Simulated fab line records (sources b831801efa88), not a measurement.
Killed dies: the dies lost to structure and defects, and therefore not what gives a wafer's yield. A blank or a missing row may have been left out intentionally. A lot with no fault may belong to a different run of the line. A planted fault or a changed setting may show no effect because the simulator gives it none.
One fault through the eyes of 2 desks -- flow sky130 -- numbers are kept per desk, each desk with only its own; the story behind them comes last

DESK OF THE TOOL OWNER: pvdSputter-01
The tool's own readings at SKY_VIA3_SPUTTER_20 (material TiN, target thk 20 nm, time 80 s): means of the sampled wafers that have a number, for each lot that ran on this tool. A lot is out of limits, marked OUT, if its mean lies more than 4 standard deviations from the usual mean; the brackets give that distance.
Columns: A = chamberPressurePa at SKY_VIA3_SPUTTER_20, usual 5.000 Pa; B = throttleValvePct at SKY_VIA3_SPUTTER_20, usual 29.7 %
lot,first seen here,A,B
L629,day 39 04:01,5.003,29.3
L632,day 41 01:29,5.009,30.1
L638,day 42 14:49,4.382 (-65) OUT,31.4
L639,day 42 17:13,4.397 (-63) OUT,31.7
This desk finds L638, L639 out of limits, L638 being first, at day 42 14:49 (chamberPressurePa at SKY_VIA3_SPUTTER_20). In limits: L629, L632.

FROM THE METROLOGY DESK
What the gauges read, lot by lot, whatever tool the lot ran on: means of the sampled wafers that have a number. A lot is out of limits, marked OUT, if its mean lies more than 4 standard deviations from the usual mean; the brackets give that distance.
Columns: A = CAPM_CVD_00_THK at SKY_CAPM_THK_MEAS_01, usual 15.61 nm
lot,first seen here,A
L629,day 35 19:24,15.34
L630,day 36 18:24,15.42
L631,day 37 13:02,15.27
L632,day 37 20:18,15.39
L638,day 39 11:53,15.81
L639,day 39 14:07,15.75
L646,day 41 12:50,15.73
L648,day 42 04:16,15.88
L650,day 42 14:41,15.39
L651,day 42 19:41,15.58
L652,day 43 08:35,15.55
This desk found nothing out of limits on any of the 11 lots.

TAKEN TOGETHER
On L638, L639, at day 42 14:49, an alarm was possible from the tool owner's desk.
Metrology desk: nothing out of limits seen.
The metrology desk has L638, L639 on record, within its limits.
Every lot named ran SKY_VIA3_SPUTTER_20 on pvdSputter-01.

WHAT WAS PUT IN BY THE SIMULATOR
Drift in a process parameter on pvdSputter-01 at SKY_VIA3_SPUTTER_20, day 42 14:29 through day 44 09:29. Setting chamberPressurePa, moved by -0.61, from 5. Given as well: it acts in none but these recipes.
Lots struck among those shown: L638, L639.
Delay in hours, fault start to first out-of-limits reading, by desk: the tool owner's desk at 0.
